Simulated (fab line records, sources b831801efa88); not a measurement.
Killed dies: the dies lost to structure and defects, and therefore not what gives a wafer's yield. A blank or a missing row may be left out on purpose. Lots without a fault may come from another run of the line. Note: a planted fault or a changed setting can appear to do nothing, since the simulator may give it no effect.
Which tool was responsible? -- flow sky130 -- 14 lots with 42 wafers sampled at 3 steps, on a route of 708 steps

== WHAT EACH GAUGE READ, for each wafer ==
SKY_METAL1_CD_MEAS_15 targets a cd of 140 nm. Usual: 139.8 nm for cd nm, sd 1.7.
lot,measured,on,cd nm (nm),flag
L220,day 33 01:35,cd sem-02,139.1 140.0 140.3,
L222,day 33 14:04,cd sem-02,141.6 141.6 141.8,
L223,day 33 19:58,cd sem-01,142.6 141.1 141.4,
L224,day 35 00:53,cd sem-02,139.9 140.2 140.8,
L225,day 35 02:56,cd sem-02,141.8 140.3 140.6,
L227,day 35 03:34,cd sem-02,139.8 141.0 139.7,
L226,day 35 05:28,cd sem-02,140.0 140.5 139.3,
L228,day 35 10:54,cd sem-02,138.2 140.1 138.3,
L233,day 37 05:46,cd sem-02,140.7 138.9 140.1,
L234,day 37 09:47,cd sem-01,141.6 141.4 140.5,
L237,day 38 00:28,cd sem-01,137.0 138.3 136.9,
L239,day 39 05:26,cd sem-01,140.2 138.0 137.0,
L242,day 39 14:25,cd sem-01,137.5 138.2 138.1,
L243,day 39 21:37,cd sem-01,141.4 139.7 140.5,

== WHICH TOOL RAN EACH LOT (tool, then ch and the chambers of the sampled wafers, then the start) ==
lot,SKY_CONTACT_SPUTTER_23,SKY_METAL1_SPUTTER_02
L220,"pvd sputter-01, day 31 21:22","pvd sputter-03, day 31 22:04"
L222,"pvd sputter-02, day 32 10:16","pvd sputter-01, day 32 10:58"
L223,"pvd sputter-01, day 32 16:02","pvd sputter-01, day 32 16:44"
L224,"pvd sputter-01, day 33 21:34","pvd sputter-03, day 33 22:16"
L225,"pvd sputter-01, day 33 23:25","pvd sputter-01, day 34 00:07"
L227,"pvd sputter-03, day 33 23:44","pvd sputter-04, day 34 00:26"
L226,"pvd sputter-02, day 34 02:22","pvd sputter-03, day 34 03:04"
L228,"pvd sputter-01, day 34 06:50","pvd sputter-03, day 34 07:32"
L233,"pvd sputter-01, day 36 03:24","pvd sputter-01, day 36 04:06"
L234,"pvd sputter-03, day 36 07:08","pvd sputter-01, day 36 07:50"
L237,"pvd sputter-01, day 36 22:03","pvd sputter-03, day 36 22:46"
L239,"pvd sputter-03, day 38 03:59","pvd sputter-01, day 38 04:41"
L242,"pvd sputter-03, day 38 12:17","pvd sputter-01, day 38 12:59"
L243,"pvd sputter-01, day 38 19:36","pvd sputter-03, day 38 20:18"
- SKY_CONTACT_SPUTTER_23: material TiN, target thk 20 nm, time 80 s.
- SKY_METAL1_SPUTTER_02: material AlCu, target thk 250 nm, time 13.3 s.

== AS READ BY THE TOOLS THEMSELVES (means over the sampled wafers that have a number; for cases with no such wafer, the mark the record gives instead) ==
SKY_CONTACT_SPUTTER_23. Usual: 30.0 % for throttle valve pct, sd 1.1.
lot,tool,throttle valve pct (%),flag
L220,pvd sputter-01,29.3,
L222,pvd sputter-02,30.7,
L223,pvd sputter-01,30.0,
L224,pvd sputter-01,30.0,
L225,pvd sputter-01,30.8,
L227,pvd sputter-03,30.1,
L226,pvd sputter-02,28.8,
L228,pvd sputter-01,29.6,
L233,pvd sputter-01,29.4,
L234,pvd sputter-03,29.9,
L237,pvd sputter-01,29.7,
L239,pvd sputter-03,29.8,
L242,pvd sputter-03,30.0,
L243,pvd sputter-01,30.4,

SKY_METAL1_SPUTTER_02. Usual: 29.9 % for throttle valve pct, sd 0.97.
lot,tool,throttle valve pct (%),flag
L220,pvd sputter-03,30.6,
L222,pvd sputter-01,29.6,
L223,pvd sputter-01,29.5,
L224,pvd sputter-03,30.2,
L225,pvd sputter-01,29.4,
L227,pvd sputter-04,30.3,
L226,pvd sputter-03,29.6,
L228,pvd sputter-03,30.5,
L233,pvd sputter-01,30.3,
L234,pvd sputter-01,29.5,
L237,pvd sputter-03,29.9,
L239,pvd sputter-01,30.8,
L242,pvd sputter-01,30.3,
L243,pvd sputter-03,29.5,

== THE ANSWER, worked out from the rows above alone ==
Rule: take the mean of a lot's wafers that have a number; if it is more than 3 standard deviations from the usual mean, the lot is off. A lot without any number at a reading at which 4 lots or more have one is off too. Where the step has rows for the other lots, those lots are counted as sound. The gauges are gone through in route order, then the tools' own readings, and for those a lot's mean is taken as printed above. At the first step where some lot is off, the reading lying furthest off is the one used; lots without a number count as furthest.
Nothing can be told from this: no lot is off at any reading shown.

== WHAT THE SIMULATOR HAD PUT IN ==
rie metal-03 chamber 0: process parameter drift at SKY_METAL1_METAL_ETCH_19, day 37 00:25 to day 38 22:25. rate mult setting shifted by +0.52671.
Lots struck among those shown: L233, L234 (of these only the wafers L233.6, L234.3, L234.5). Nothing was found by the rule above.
